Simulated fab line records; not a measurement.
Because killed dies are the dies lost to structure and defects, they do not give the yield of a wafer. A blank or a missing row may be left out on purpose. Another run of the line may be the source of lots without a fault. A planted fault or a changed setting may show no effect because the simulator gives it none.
fab line records :: flow gf180mcu
[record]
  lots = 6
  wafers = 18
  last_day = 34
route steps=602 shown HV_LDD@209
lots that met no fault: from a run of the same line without faults
start_h: hours from the record's first day to the start of the lot's first wafer shown :: wait_h: hours from the lot's prior step to this one :: " repeats the value in the row above :: L1.1+2: several wafers, shown together as one row :: - no value present, or no start provided :: * or withheld: withheld :: < > ~ a bound
route shown NAME@n: NAME is a module with steps in the file, n the number in the route of the first one :: usual: mean/standard deviation of fault-free wafers :: same: alike in all rows :: chamber/n: place in a boat :: sites: each site's reading :: _std_site: their standard deviation :: _edge_site: mean of outer sites minus mean of inner sites :: radius_mm: for every site, how far away it sits from the centre of the wafer :: mask NAME#n: copy n :: behind: the tool/chamber that last shaped the wafer :: hold: why the lot was held/for how many hours/how that ended :: device: the n, p or np transistor that did not switch :: end of line: tests run on the same wafers once the route is complete :: a step given without rows: its recipe and nothing more :: killed: dies lost to structure and defects at the first sort, not the wafer's yield :: map: a wafer's dies, marking killed ones x, the rest . and places with no die _
set.NAME: setting as actually run; set.NAME@STEP: the setting as run at that earlier step :: model.NAME: the simulator's own value behind a step, which no gauge read
lots at some steps of the route; a table a step, a row a wafer
services: when a tool's chamber went out of use (start_h, in hours from the record's first day, below 0 if earlier), for how many hours, and the reason
[[steps]]
[step GF_HV_LDD_IMPLANT_33]
[recipe]
  species = P
  energy_kev = 60
  dose_cm2 = 7.5e+12
  tilt_deg = 30
  rotation_deg = 0
[step GF_HV_LDD_IMPLANT_34]
[recipe]
  species = P
  energy_kev = 60
  dose_cm2 = 7.5e+12
  tilt_deg = 30
  rotation_deg = 90
[step GF_HV_LDD_IMPLANT_35]
[recipe]
  species = P
  energy_kev = 60
  dose_cm2 = 7.5e+12
  tilt_deg = 30
  rotation_deg = 180
[step GF_HV_LDD_IMPLANT_36]
[recipe]
  species = P
  energy_kev = 60
  dose_cm2 = 7.5e+12
  tilt_deg = 30
  rotation_deg = 270
[step GF_HV_LDD_STRIP_37]
[recipe]
  chemistry = O2/N2
  power_w = 1400
  pressure_mtorr = 1500
  platen_temp_c = 250
  o2_flow_sccm = 3000
  n2_flow_sccm = 300
  overash_fraction = 0.5
[usual]
  drypump_motor_current_A = 5.5/0.5
  heater_power_w = 336/25
  oes_product_au = 0.716/0.0048
  strip_time_to_endpoint_s = 12.63/0.031
lot.wafer: L883.1
tool: plasma_asher-03
chamber: 1
start_h: 254.33
wait_h: 0.1
drypump_motor_current_A: 5.3
heater_power_w: 370
oes_product_au: 0.720
rf_hours_counter_h: 62
strip_time_to_endpoint_s: 12.67

lot.wafer: L883.3
tool: plasma_asher-03
chamber: 1
start_h: 254.33
wait_h: 0.1
drypump_motor_current_A: 5.4
heater_power_w: 358
oes_product_au: 0.716
rf_hours_counter_h: -
strip_time_to_endpoint_s: 12.69

lot.wafer: L883.5
tool: plasma_asher-03
chamber: 0
start_h: 254.33
wait_h: 0.1
drypump_motor_current_A: 6.6
heater_power_w: 305
oes_product_au: 0.725
rf_hours_counter_h: -
strip_time_to_endpoint_s: 12.65

lot.wafer: L892.1
tool: plasma_asher-03
chamber: 0
start_h: 324.89
wait_h: 0.1
drypump_motor_current_A: 6.6
heater_power_w: 304
oes_product_au: 0.714
rf_hours_counter_h: 70
strip_time_to_endpoint_s: 12.63

lot.wafer: L892.2
tool: plasma_asher-03
chamber: 1
start_h: 324.89
wait_h: 0.1
drypump_motor_current_A: 5.4
heater_power_w: 352
oes_product_au: 0.710
rf_hours_counter_h: 70
strip_time_to_endpoint_s: 12.67

lot.wafer: L892.6
tool: plasma_asher-03
chamber: 0
start_h: 324.89
wait_h: 0.1
drypump_motor_current_A: 6.6
heater_power_w: 303
oes_product_au: 0.712
rf_hours_counter_h: -
strip_time_to_endpoint_s: 12.60

lot.wafer: L894.1
tool: plasma_asher-04
chamber: 1
start_h: 343.68
wait_h: 0.1
drypump_motor_current_A: 5.4
heater_power_w: 367
oes_product_au: 0.710
rf_hours_counter_h: 74
strip_time_to_endpoint_s: 12.61

lot.wafer: L894.3
tool: plasma_asher-04
chamber: 1
start_h: 343.68
wait_h: 0.1
drypump_motor_current_A: 5.4
heater_power_w: 365
oes_product_au: 0.713
rf_hours_counter_h: -
strip_time_to_endpoint_s: 12.62

lot.wafer: L894.5
tool: plasma_asher-04
chamber: 1
start_h: 343.68
wait_h: 0.1
drypump_motor_current_A: 5.3
heater_power_w: 366
oes_product_au: 0.715
rf_hours_counter_h: -
strip_time_to_endpoint_s: 12.66

lot.wafer: L902.2
tool: plasma_asher-03
chamber: 1
start_h: 402.37
wait_h: 0.1
drypump_motor_current_A: 5.3
heater_power_w: 360
oes_product_au: 0.716
rf_hours_counter_h: 78
strip_time_to_endpoint_s: 12.59

lot.wafer: L902.5
tool: plasma_asher-03
chamber: 0
start_h: 402.37
wait_h: 0.1
drypump_motor_current_A: 6.5
heater_power_w: 309
oes_product_au: 0.717
rf_hours_counter_h: -
strip_time_to_endpoint_s: 12.58

lot.wafer: L902.6
tool: plasma_asher-03
chamber: 1
start_h: 402.37
wait_h: 0.1
drypump_motor_current_A: 5.4
heater_power_w: 354
oes_product_au: 0.714
rf_hours_counter_h: -
strip_time_to_endpoint_s: 12.59

lot.wafer: L903.2
tool: plasma_asher-02
chamber: 1
start_h: 412.34
wait_h: 0.1
drypump_motor_current_A: 5.2
heater_power_w: 313
oes_product_au: 0.715
rf_hours_counter_h: 59
strip_time_to_endpoint_s: 12.64

lot.wafer: L903.4
tool: plasma_asher-02
chamber: 1
start_h: 412.34
wait_h: 0.1
drypump_motor_current_A: 5.2
heater_power_w: 313
oes_product_au: 0.719
rf_hours_counter_h: -
strip_time_to_endpoint_s: 12.65

lot.wafer: L903.5
tool: plasma_asher-02
chamber: 1
start_h: 412.34
wait_h: 0.1
drypump_motor_current_A: 5.2
heater_power_w: 310
oes_product_au: 0.716
rf_hours_counter_h: -
strip_time_to_endpoint_s: 12.64

lot.wafer: L906.3
tool: plasma_asher-04
chamber: 1
start_h: 440.56
wait_h: 0.1
drypump_motor_current_A: 5.3
heater_power_w: 381
oes_product_au: 0.723
rf_hours_counter_h: -
strip_time_to_endpoint_s: 12.64

lot.wafer: L906.5
tool: plasma_asher-04
chamber: 0
start_h: 440.56
wait_h: 0.1
drypump_motor_current_A: 5.4
heater_power_w: 327
oes_product_au: 0.705
rf_hours_counter_h: -
strip_time_to_endpoint_s: 12.61

lot.wafer: L906.6
tool: plasma_asher-04
chamber: 1
start_h: 440.56
wait_h: 0.1
drypump_motor_current_A: 5.3
heater_power_w: 386
oes_product_au: 0.713
rf_hours_counter_h: -
strip_time_to_endpoint_s: 12.60
[step GF_HV_LDD_TW_MEAS_38]
[usual]
  HV_LDD_3_TW = 1440/9.2
lot.wafer: L883.1
tool: film_metro-01
chamber: -
start_h: 254.43
wait_h: 0.1
HV_LDD_3_TW: 1424

lot.wafer: L883.3
tool: film_metro-01
chamber: -
start_h: 254.43
wait_h: 0.1
HV_LDD_3_TW: 1422

lot.wafer: L883.5
tool: film_metro-01
chamber: -
start_h: 254.43
wait_h: 0.1
HV_LDD_3_TW: 1422

lot.wafer: L892.1
tool: film_metro-01
chamber: -
start_h: 324.99
wait_h: 0.1
HV_LDD_3_TW: 1429

lot.wafer: L892.2
tool: film_metro-01
chamber: -
start_h: 324.99
wait_h: 0.1
HV_LDD_3_TW: 1414

lot.wafer: L892.6
tool: film_metro-01
chamber: -
start_h: 324.99
wait_h: 0.1
HV_LDD_3_TW: 1426

lot.wafer: L894.1
tool: film_metro-04
chamber: -
start_h: 343.78
wait_h: 0.1
HV_LDD_3_TW: 1436

lot.wafer: L894.3
tool: film_metro-04
chamber: -
start_h: 343.78
wait_h: 0.1
HV_LDD_3_TW: 1441

lot.wafer: L894.5
tool: film_metro-04
chamber: -
start_h: 343.78
wait_h: 0.1
HV_LDD_3_TW: 1438

lot.wafer: L902.2
tool: film_metro-01
chamber: -
start_h: 402.48
wait_h: 0.1
HV_LDD_3_TW: 1434

lot.wafer: L902.5
tool: film_metro-01
chamber: -
start_h: 402.48
wait_h: 0.1
HV_LDD_3_TW: 1435

lot.wafer: L902.6
tool: film_metro-01
chamber: -
start_h: 402.48
wait_h: 0.1
HV_LDD_3_TW: 1437

lot.wafer: L903.2
tool: film_metro-04
chamber: -
start_h: 412.45
wait_h: 0.1
HV_LDD_3_TW: 1441

lot.wafer: L903.4
tool: film_metro-04
chamber: -
start_h: 412.45
wait_h: 0.1
HV_LDD_3_TW: 1451

lot.wafer: L903.5
tool: film_metro-04
chamber: -
start_h: 412.45
wait_h: 0.1
HV_LDD_3_TW: 1448

lot.wafer: L906.3
tool: film_metro-02
chamber: -
start_h: 440.64
wait_h: 0.1
HV_LDD_3_TW: 1444

lot.wafer: L906.5
tool: film_metro-02
chamber: -
start_h: 440.64
wait_h: 0.1
HV_LDD_3_TW: 1446

lot.wafer: L906.6
tool: film_metro-02
chamber: -
start_h: 440.64
wait_h: 0.1
HV_LDD_3_TW: 1454
[step GF_HV_LDD_DEHYDRATE_39]
[recipe]
  temp_c = 200
  time_s = 60
[step GF_HV_LDD_HMDS_40]
[recipe]
  prime_time_s = 60
  prime_temp_c = 120
[step GF_HV_LDD_COAT_41]
[recipe]
  resist = NOVOLAK
  spin_rpm = 3000
  resist_thk_nm = 1000
[step GF_HV_LDD_SOFTBAKE_42]
[recipe]
  temp_c = 90
  time_s = 60
  resist = NOVOLAK
[step GF_HV_LDD_EXPOSE_43]
[recipe]
  mask_id = Pplus_HV_AREA
  target_cd_nm = 400
  na = 0.6
  source_shape = conventional
  sigma_outer = 0.6
  dose_mj = 140
[step GF_HV_LDD_PEB_44]
[recipe]
  temp_c = withheld
  time_s = *
  resist = NOVOLAK
[step GF_HV_LDD_DEVELOP_45]
[recipe]
  develop_time_s = 60
  dev_temp_c = 23
[usual]
  chill_plate_temp_C = 23.01/0.11
  develop_time_s = 60/0
lot.wafer: L883.1
tool: litho_track-03
chamber: 0
start_h: 272.33
wait_h: 0.1
chill_plate_temp_C: 22.80
develop_time_s: 60

lot.wafer: L883.3
tool: litho_track-03
chamber: 0
start_h: 272.33
wait_h: 0.1
chill_plate_temp_C: 22.86
develop_time_s: 60

lot.wafer: L883.5
tool: litho_track-03
chamber: 0
start_h: 272.33
wait_h: 0.1
chill_plate_temp_C: 22.90
develop_time_s: 60

lot.wafer: L892.1
tool: litho_track-01
chamber: 0
start_h: 346.08
wait_h: 0.1
chill_plate_temp_C: 23.08
develop_time_s: 60

lot.wafer: L892.2
tool: litho_track-01
chamber: 0
start_h: 346.08
wait_h: 0.1
chill_plate_temp_C: 23.18
develop_time_s: 60

lot.wafer: L892.6
tool: litho_track-01
chamber: 0
start_h: 346.08
wait_h: 0.1
chill_plate_temp_C: 23.22
develop_time_s: 60

lot.wafer: L894.1
tool: litho_track-04
chamber: 0
start_h: 365.17
wait_h: 0.1
chill_plate_temp_C: 22.98
develop_time_s: 60

lot.wafer: L894.3
tool: litho_track-04
chamber: 0
start_h: 365.17
wait_h: 0.1
chill_plate_temp_C: 22.79
develop_time_s: 60

lot.wafer: L894.5
tool: litho_track-04
chamber: 0
start_h: 365.17
wait_h: 0.1
chill_plate_temp_C: 23.03
develop_time_s: 60

lot.wafer: L902.2
tool: litho_track-01
chamber: -
start_h: 425.80
wait_h: 0.1
chill_plate_temp_C: -
develop_time_s: -

lot.wafer: L902.5
tool: litho_track-01
chamber: -
start_h: 425.80
wait_h: 0.1
chill_plate_temp_C: -
develop_time_s: -

lot.wafer: L902.6
tool: litho_track-01
chamber: -
start_h: 425.80
wait_h: 0.1
chill_plate_temp_C: -
develop_time_s: -

lot.wafer: L903.2
tool: litho_track-04
chamber: -
start_h: 435.79
wait_h: 0.1
chill_plate_temp_C: -
develop_time_s: -

lot.wafer: L903.4
tool: litho_track-04
chamber: -
start_h: 435.79
wait_h: 0.1
chill_plate_temp_C: -
develop_time_s: -

lot.wafer: L903.5
tool: litho_track-04
chamber: -
start_h: 435.79
wait_h: 0.1
chill_plate_temp_C: -
develop_time_s: -

lot.wafer: L906.3
tool: litho_track-04
chamber: 0
start_h: 464.42
wait_h: 0.1
chill_plate_temp_C: 23.06
develop_time_s: 60

lot.wafer: L906.5
tool: litho_track-04
chamber: 0
start_h: 464.42
wait_h: 0.1
chill_plate_temp_C: 23.00
develop_time_s: 60

lot.wafer: L906.6
tool: litho_track-04
chamber: 0
start_h: 464.42
wait_h: 0.1
chill_plate_temp_C: 22.87
develop_time_s: 60
[step GF_HV_LDD_CD_MEAS_46]
[recipe]
  target_cd_nm = 400
[usual]
  cd_nm = 400.3/2.4
lot.wafer: L883.1
tool: cd_sem-02
chamber: -
start_h: 272.48
wait_h: 0.1
cd_nm: 403.7

lot.wafer: L883.3
tool: cd_sem-02
chamber: -
start_h: 272.48
wait_h: 0.1
cd_nm: 404.3

lot.wafer: L883.5
tool: cd_sem-02
chamber: -
start_h: 272.48
wait_h: 0.1
cd_nm: 403.0

lot.wafer: L892.1
tool: cd_sem-02
chamber: -
start_h: 346.23
wait_h: 0.1
cd_nm: 398.1

lot.wafer: L892.2
tool: cd_sem-02
chamber: -
start_h: 346.23
wait_h: 0.1
cd_nm: 398.3

lot.wafer: L892.6
tool: cd_sem-02
chamber: -
start_h: 346.23
wait_h: 0.1
cd_nm: 397.2

lot.wafer: L894.1
tool: cd_sem-01
chamber: -
start_h: 365.32
wait_h: 0.1
cd_nm: 402.4

lot.wafer: L894.3
tool: cd_sem-01
chamber: -
start_h: 365.32
wait_h: 0.1
cd_nm: 402.6

lot.wafer: L894.5
tool: cd_sem-01
chamber: -
start_h: 365.32
wait_h: 0.1
cd_nm: 400.5

lot.wafer: L902.2
tool: cd_sem-01
chamber: -
start_h: 425.94
wait_h: 0.1
cd_nm: -

lot.wafer: L902.5
tool: cd_sem-01
chamber: -
start_h: 425.94
wait_h: 0.1
cd_nm: -

lot.wafer: L902.6
tool: cd_sem-01
chamber: -
start_h: 425.94
wait_h: 0.1
cd_nm: -

lot.wafer: L903.2
tool: cd_sem-02
chamber: -
start_h: 435.94
wait_h: 0.1
cd_nm: -

lot.wafer: L903.4
tool: cd_sem-02
chamber: -
start_h: 435.94
wait_h: 0.1
cd_nm: -

lot.wafer: L903.5
tool: cd_sem-02
chamber: -
start_h: 435.94
wait_h: 0.1
cd_nm: -

lot.wafer: L906.3
tool: cd_sem-01
chamber: -
start_h: 464.56
wait_h: 0.1
cd_nm: 405.0

lot.wafer: L906.5
tool: cd_sem-01
chamber: -
start_h: 464.56
wait_h: 0.1
cd_nm: 404.7

lot.wafer: L906.6
tool: cd_sem-01
chamber: -
start_h: 464.56
wait_h: 0.1
cd_nm: 402.7
[[services]]
tool: plasma_asher-02
chamber: -
start_h: 332.62
hours: 8.7
kind: repair

tool: plasma_asher-04
chamber: -
start_h: 421.25
hours: 9.0
kind: pm

tool: plasma_asher-04
chamber: 0
start_h: 421.25
hours: 9.0
kind: vent_cycle

tool: plasma_asher-04
chamber: 1
start_h: 421.25
hours: 9.0
kind: vent_cycle

tool: plasma_asher-04
chamber: 0
start_h: 430.25
hours: -
kind: clean

tool: plasma_asher-04
chamber: 1
start_h: 430.25
hours: -
kind: clean
[[key]]
[first_sign]
  step = GF_HV_LDD_DEVELOP_45
  reading = tool_record
  direction = missing
effect none on later readings
met_at GF_HV_LDD_DEVELOP_45
struck_wafers L902.2,L902.5,L902.6,L903.2,L903.4,L903.5
later_rows_left_out L902.2,L902.5,L902.6,L903.2,L903.4,L903.5
sort_left_out L902.2,L902.5,L902.6,L903.2,L903.4,L903.5
tester_left_out L902,L903
onset_between 365.17 425.80
[fault]
  kind = skipped_step_whole
  tool = litho_track-01,litho_track-04
  chamber = -
  onset_h = 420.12
  steps = GF_HV_LDD_DEVELOP_45
  scope = struck_lots_only
// tester_left_out: of these lots the tester's yield and bins aren't shown, on N5 and GAA mostly nor the transistor test; their killed dies are dies lost to structure and defects alone, not to doping, threshold or leakage, so they don't give the yield
// sort_left_out: the simulated sort isn't trusted on such a fault, so these wafers' sort isn't shown, and their yield isn't known
// later_rows_left_out: the simulator's readings of these wafers behind a module that went badly wrong aren't trusted and aren't shown, but for the sort
